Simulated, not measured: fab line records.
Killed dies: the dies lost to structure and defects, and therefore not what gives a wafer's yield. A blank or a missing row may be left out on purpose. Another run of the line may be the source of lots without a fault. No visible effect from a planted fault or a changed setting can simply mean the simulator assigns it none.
The tool behind it: which one? / flow sky130 / Sampling: 12 lots, 36 wafers, 4 of 708 route steps

WHAT EACH GAUGE READ, for each wafer
SKY_METAL2_CD_MEAS_15: target cd 140 nm.
lot=L816; measured=day 35 14:42; on=cd-sem-01; cd-nm (nm)=137.9 139.7 138.5
lot=L818; measured=day 36 09:54; on=cd-sem-02; cd-nm (nm)=138.1 137.0 137.2
lot=L820; measured=day 36 22:25; on=cd-sem-02; cd-nm (nm)=141.0 142.9 140.6
lot=L821; measured=day 37 10:00; on=cd-sem-02; cd-nm (nm)=138.8 138.2 140.7
lot=L822; measured=day 37 17:48; on=cd-sem-01; cd-nm (nm)=138.6 139.4 139.0
lot=L824; measured=day 37 23:45; on=cd-sem-01; cd-nm (nm)=139.7 140.6 138.8
lot=L825; measured=day 38 19:02; on=cd-sem-02; cd-nm (nm)=137.8 139.6 138.3
lot=L827; measured=day 39 03:51; on=cd-sem-02; cd-nm (nm)=137.7 138.3 138.0
lot=L828; measured=day 39 15:04; on=cd-sem-01; cd-nm (nm)=139.0 141.5 139.1
lot=L829; measured=day 39 19:41; on=cd-sem-02; cd-nm (nm)=138.5 137.7 136.8
lot=L831; measured=day 40 08:57; on=cd-sem-02; cd-nm (nm)=139.5 138.7 140.3
lot=L832; measured=day 40 15:01; on=cd-sem-02; cd-nm (nm)=141.2 140.1 139.3

SKY_VIA2_OVL_MEAS_13.
lot=L816; measured=day 36 19:02; on=overlay-02; VIA2_OVL (nm)=4 0 -1
lot=L818; measured=day 37 14:20; on=overlay-01; VIA2_OVL (nm)=-3 -1 -5
lot=L820; measured=day 38 01:56; on=overlay-01; VIA2_OVL (nm)=5 5 8
lot=L821; measured=day 38 14:02; on=overlay-01; VIA2_OVL (nm)=7 3 8
lot=L822; measured=day 38 21:24; on=overlay-01; VIA2_OVL (nm)=6 6 -3
lot=L824; measured=day 39 03:10; on=overlay-01; VIA2_OVL (nm)=0 3 -4
lot=L825; measured=day 39 21:25; on=overlay-01; VIA2_OVL (nm)=-3 -1 0
lot=L827; measured=day 40 06:53; on=overlay-01; VIA2_OVL (nm)=-8 -7 -7
lot=L828; measured=day 40 17:11; on=overlay-02; VIA2_OVL (nm)=-6 3 -6
lot=L829; measured=day 40 22:20; on=overlay-02; VIA2_OVL (nm)=-4 -5 -3
lot=L831; measured=day 41 10:14; on=overlay-02; VIA2_OVL (nm)=15 10 9
lot=L832; measured=day 41 17:23; on=overlay-01; VIA2_OVL (nm)=-11 -9 1

SKY_VIA2_RS_MEAS_22: measurement is done with a four-point probe.
lot=L816; measured=day 36 19:58; on=film-metro-01; VIA2_W_RS (ohm/sq)=0.275 0.271 0.271
lot=L818; measured=day 37 15:40; on=film-metro-01; VIA2_W_RS (ohm/sq)=0.275 0.268 0.275
lot=L820; measured=day 38 02:55; on=film-metro-01; VIA2_W_RS (ohm/sq)=0.265 0.272 0.265
lot=L821; measured=day 38 14:58; on=film-metro-01; VIA2_W_RS (ohm/sq)=0.270 0.265 0.270
lot=L822; measured=day 38 22:22; on=film-metro-01; VIA2_W_RS (ohm/sq)=0.268 0.265 0.273
lot=L824; measured=day 39 04:05; on=film-metro-02; VIA2_W_RS (ohm/sq)=0.273 0.267 0.267
lot=L825; measured=day 39 22:28; on=film-metro-01; VIA2_W_RS (ohm/sq)=0.268 0.267 0.273
lot=L827; measured=day 40 07:49; on=film-metro-03; VIA2_W_RS (ohm/sq)=0.263 0.272 0.273
lot=L828; measured=day 40 18:10; on=film-metro-02; VIA2_W_RS (ohm/sq)=0.280 0.279 0.276
lot=L829; measured=day 40 23:17; on=film-metro-02; VIA2_W_RS (ohm/sq)=0.284 0.285 0.287
lot=L831; measured=day 41 11:10; on=film-metro-02; VIA2_W_RS (ohm/sq)=0.274 0.275 0.276
lot=L832; measured=day 41 18:18; on=film-metro-01; VIA2_W_RS (ohm/sq)=0.282 0.279 0.289

TOOL THAT RAN EACH LOT (tool first, then ch and the chambers of the sampled wafers, then the start)
lot=L816; SKY_VIA2_CVD_21=cvd-w-02 ch 0,1, day 36 19:50
lot=L818; SKY_VIA2_CVD_21=cvd-w-02 ch 0,1, day 37 15:32
lot=L820; SKY_VIA2_CVD_21=cvd-w-02 ch 0,1, day 38 02:47
lot=L821; SKY_VIA2_CVD_21=cvd-w-02 ch 0,1, day 38 14:50
lot=L822; SKY_VIA2_CVD_21=cvd-w-02 ch 0,1, day 38 22:14
lot=L824; SKY_VIA2_CVD_21=cvd-w-02 ch 0,1, day 39 03:58
lot=L825; SKY_VIA2_CVD_21=cvd-w-02 ch 0,1, day 39 22:19
lot=L827; SKY_VIA2_CVD_21=cvd-w-02 ch 0,1, day 40 07:41
lot=L828; SKY_VIA2_CVD_21=cvd-w-01 ch 0,1, day 40 18:02
lot=L829; SKY_VIA2_CVD_21=cvd-w-02 ch 0,1, day 40 23:08
lot=L831; SKY_VIA2_CVD_21=cvd-w-01 ch 0,1, day 41 11:02
lot=L832; SKY_VIA2_CVD_21=cvd-w-02 ch 0,1, day 41 18:10
- SKY_VIA2_CVD_21: deposits W, target thk 420 nm, time 126.4 s.

WHAT THE TOOLS THEMSELVES READ (means of the sampled wafers that have a number; where no wafer has one, the mark that the record gives instead)
SKY_VIA2_CVD_21.
lot=L816; tool=cvd-w-02; chamber-pressure-Torr (Torr)=39.97; heater-power-outer-w (W)=474; heater-power-w (W)=769
lot=L818; tool=cvd-w-02; chamber-pressure-Torr (Torr)=39.98; heater-power-outer-w (W)=494; heater-power-w (W)=782
lot=L820; tool=cvd-w-02; chamber-pressure-Torr (Torr)=40.05; heater-power-outer-w (W)=477; heater-power-w (W)=785
lot=L821; tool=cvd-w-02; chamber-pressure-Torr (Torr)=39.98; heater-power-outer-w (W)=498; heater-power-w (W)=789
lot=L822; tool=cvd-w-02; chamber-pressure-Torr (Torr)=40.05; heater-power-outer-w (W)=476; heater-power-w (W)=778
lot=L824; tool=cvd-w-02; chamber-pressure-Torr (Torr)=40.01; heater-power-outer-w (W)=485; heater-power-w (W)=775
lot=L825; tool=cvd-w-02; chamber-pressure-Torr (Torr)=39.95; heater-power-outer-w (W)=475; heater-power-w (W)=785
lot=L827; tool=cvd-w-02; chamber-pressure-Torr (Torr)=39.97; heater-power-outer-w (W)=498; heater-power-w (W)=773
lot=L828; tool=cvd-w-01; chamber-pressure-Torr (Torr)=40.01; heater-power-outer-w (W)=528; heater-power-w (W)=851
lot=L829; tool=cvd-w-02; chamber-pressure-Torr (Torr)=35.68; heater-power-outer-w (W)=498; heater-power-w (W)=780
lot=L831; tool=cvd-w-01; chamber-pressure-Torr (Torr)=40.01; heater-power-outer-w (W)=484; heater-power-w (W)=791
lot=L832; tool=cvd-w-02; chamber-pressure-Torr (Torr)=35.77; heater-power-outer-w (W)=472; heater-power-w (W)=782

THE ANSWER, worked out from the rows above alone
Rule: the usual values come from the lots themselves. The widest of any qualifying gaps counts: lots, ordered by their means at a reading, are off when they make up no more than a third of the lots, leave a main group of 4 or more, and stand apart from it by 3 or more times the standard deviation of that group's means. A main group is skipped when, at the precision printed for the reading in the tables above, its means are all equal. Also off: a lot with no number at a reading for which 4 or more lots have one. Where the step has rows for the other lots, those lots are counted as sound. Order of review: gauges by route order, followed by the tools' own readings, for which a lot's mean as printed above is used. The first step at which some lot is off is used, and at that step the reading that is off furthest; a lot without a number counts as furthest.
Off: L829, L832 (SKY_VIA2_CVD_21, chamber-pressure-Torr). The main group has a mean of 40.00 Torr with a standard deviation of 0.032.
If a tool, at that step or one of the process steps before it, ran each lot that is off and ran no sound lot following the first of them, it fits. One fits: SKY_VIA2_CVD_21 on cvd-w-02. Its last sound lot is L827 (day 40 07:41), its first lot that is off L829 (day 40 23:08): a fault that began between those two fits.
The tool's own readings at SKY_VIA2_CVD_21 bear it out: on the lots that are off they differ by more than 5 times the standard deviation of the sound lots' means. chamber-pressure-Torr reads 35.73 Torr there against 40.00 Torr on the sound lots.

WHAT THE SIMULATOR PUT IN
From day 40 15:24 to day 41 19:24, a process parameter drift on cvd-w-02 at SKY_VIA2_CVD_21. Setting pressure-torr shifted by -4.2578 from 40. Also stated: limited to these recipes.
Shown lots that were struck: L829, L832. Same finding as the rule above.
